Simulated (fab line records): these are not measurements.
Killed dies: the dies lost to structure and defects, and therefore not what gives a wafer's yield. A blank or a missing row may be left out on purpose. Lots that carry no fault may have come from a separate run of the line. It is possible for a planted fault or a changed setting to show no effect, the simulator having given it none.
A lot that was struck, set against a sound lot | flow sky130 | 25 out of 708 route steps
Sound: these wafers, L259.1, L259.3, L259.5. Wafers struck: L257.1, L257.3, L257.5. The cause is named last.
At each step with rows: each side's tool, then ch and its chambers, then its first start. Under that, the readings that differ: sound wafers | struck wafers | difference of the means | sigmas: that difference in standard deviations of wafers without a fault.
alike: same words and numbers on both sides, and readings whose means sit less than 2 such deviations apart. not compared: any withheld reading, any reading some wafer has no value for, any bound like >300 that may hide the same value, and any number with overlapping values for which the record gives no deviation.
Wherever a step has rows on one side only, a row that says differs or no value, or a row with sigmas, the two part there. Numbers that have no deviation but don't overlap get no sigmas and don't part them. A reading missing from all wafers of one side parts the sides only when that side holds two or more wafers.

first, 9 steps without rows for these wafers: SKY_LI_CONTACT_ETCH_14 (etches BARC in N2/H2, stops on SiO2, time 45.9 s, target depth 60 nm); SKY_LI_CONTACT_ETCH_15 (etches PSG in C4F8/O2/Ar, stops on Si, target depth 600 nm); SKY_LI_CONTACT_STRIP_16 (strips in O2/N2); SKY_LI_CONTACT_CLEAN_17 (cleans in NMP, time 600 s); SKY_LI_CONTACT_PRE_CLEAN_18 (time 5.6 s); SKY_LI_CONTACT_SPUTTER_19 (material Ti, target thk 20 nm, time 106.37 s); SKY_LI_CONTACT_SPUTTER_20 (material TiN, target thk 20 nm, time 80 s); SKY_LI_CONTACT_CVD_21 (deposits W, target thk 400 nm, time 120.56 s); SKY_LI_CONTACT_CMP_24 (polishes, stops on PSG, t overpolish 20 s, target thk 0 nm).
SKY_LOCAL_INTERCONNECT_SPUTTER_00: material TiN, target thk 100 nm, time 83.3 s.
  sound: pvdSputter-04 at day 35 14:34; struck: pvdSputter-01 at day 34 14:50
reading                                               | sound                | struck               | difference | sigmas
chamberPressurePa (Pa)                                | 0.3994 0.3990 0.4014 | 0.4692 0.4701 0.4687 | +0.0694    | +81
model.TiN_of_LOCAL_INTERCONNECT_SPUTTER_00.thkNm (nm) | 100.7 99.44 100.2    | 97.43 97.46 97.17    | -2.76      | 
  alike: throttleValvePct
SKY_LOCAL_INTERCONNECT_RS_MEAS_01: uses a four-point probe to measure.
  sound: filmMetro-04 at day 35 14:38; struck: filmMetro-01 at day 34 14:53
reading                            | sound             | struck            | difference | sigmas
LOCAL_INTERCONNECT_TIN_RS (ohm/sq) | 14.08 14.26 14.09 | 14.56 14.53 14.55 | +0.40      | +3
then, 9 steps without rows for these wafers: SKY_LOCAL_INTERCONNECT_DEHYDRATE_03 (time 60 s); SKY_LOCAL_INTERCONNECT_HMDS_04 (prime time 60 s); SKY_LOCAL_INTERCONNECT_COAT_05 (resist thk 60 nm); SKY_LOCAL_INTERCONNECT_COAT_06 (resist thk 450 nm); SKY_LOCAL_INTERCONNECT_SOFTBAKE_07 (time 90 s); SKY_LOCAL_INTERCONNECT_EXPOSE_08 (exposes mask LI1M, target cd 170 nm); SKY_LOCAL_INTERCONNECT_PEB_09; SKY_LOCAL_INTERCONNECT_DEVELOP_10 (develop time 60 s); SKY_LOCAL_INTERCONNECT_ETCH_13 (etches BARC in N2/H2, stops on SiO2, time 45.9 s, target depth 60 nm).
SKY_LOCAL_INTERCONNECT_METAL_ETCH_14: etches TiN in Cl2/BCl3, stops on PSG, target depth 110 nm, time 31.4 s.
  sound on rieMetal-02 ch 1, day 36 15:38; struck on rieMetal-03 ch 0, day 35 17:53
reading                                      | sound             | struck            | difference | sigmas
oesProductAu (a.u.)                          | 0.951 0.938 0.939 | 0.912 0.927 0.931 | -0.019     | -3
model.etch.depthNm (nm)                      | 100.7 99.44 100.2 | 97.43 97.46 97.17 | -2.76      | 
model.LOCAL_INTERCONNECT.featureDepthNm (nm) | 100.7 99.44 100.2 | 97.43 97.46 97.17 | -2.76      | 
  alike: biasW, chamberPressureMTorr, drypumpMotorCurrentA, rfFwdPowerW, throttleValvePct
  not compared: rfHoursCounterH
then, 1 step without rows for these wafers: SKY_LOCAL_INTERCONNECT_STRIP_15 (strips in O2/N2).
SKY_LOCAL_INTERCONNECT_STRIP_16: strips in post etch residue remover, time 1200 s.
  sound on wetBench-01 ch 2, day 36 15:47; struck on wetBench-02 ch 3, day 35 18:02
reading                                               | sound             | struck            | difference | sigmas
model.TiN_of_LOCAL_INTERCONNECT_SPUTTER_00.thkNm (nm) | 100.3 99.03 99.82 | 97.02 97.04 96.75 | -2.78      | 
then, 1 step without rows for these wafers: SKY_LOCAL_INTERCONNECT_CLEAN_17 (cleans in IPA, time 180 s).
-- the record jumps here: 14 days lie between the struck wafers' starts before and after (it left off in module LOCAL_INTERCONNECT and takes up again in module PAD_OPEN, whose first step shown is number 708 of the route) --
SKY_PAD_OPEN_PROBE_99:
  sound: prober-01 at day 50 05:26; struck: prober-01 at day 49 14:19
reading                     | sound             | struck            | difference | sigmas
model.etest.resLi.lineOhmUm | 74.89 75.91 75.35 | 77.32 77.21 77.89 | +2.09      | 
model.etest.resLi.rsOhmSq   | 12.73 12.87 12.74 | 13.12 13.04 13.2  | +0.34      | 
  alike: killed_at_M0_to_M3, killed_at_M4_up, killedAtContacts, killedAtFrontEnd, killedAtOther, killedDies, killedOpen, killedShort

== WHERE THEY PART ==
Earliest at SKY_LOCAL_INTERCONNECT_SPUTTER_00; latest, in this record, at SKY_LOCAL_INTERCONNECT_METAL_ETCH_14. Later steps at which nothing parts them and some readings are alike: SKY_PAD_OPEN_PROBE_99.

WHY: what had been put in by the simulator
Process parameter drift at SKY_LOCAL_INTERCONNECT_SPUTTER_00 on pvdSputter-01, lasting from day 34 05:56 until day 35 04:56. Setting chamberPressurePa, moved by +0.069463, from 0.4. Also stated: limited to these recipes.
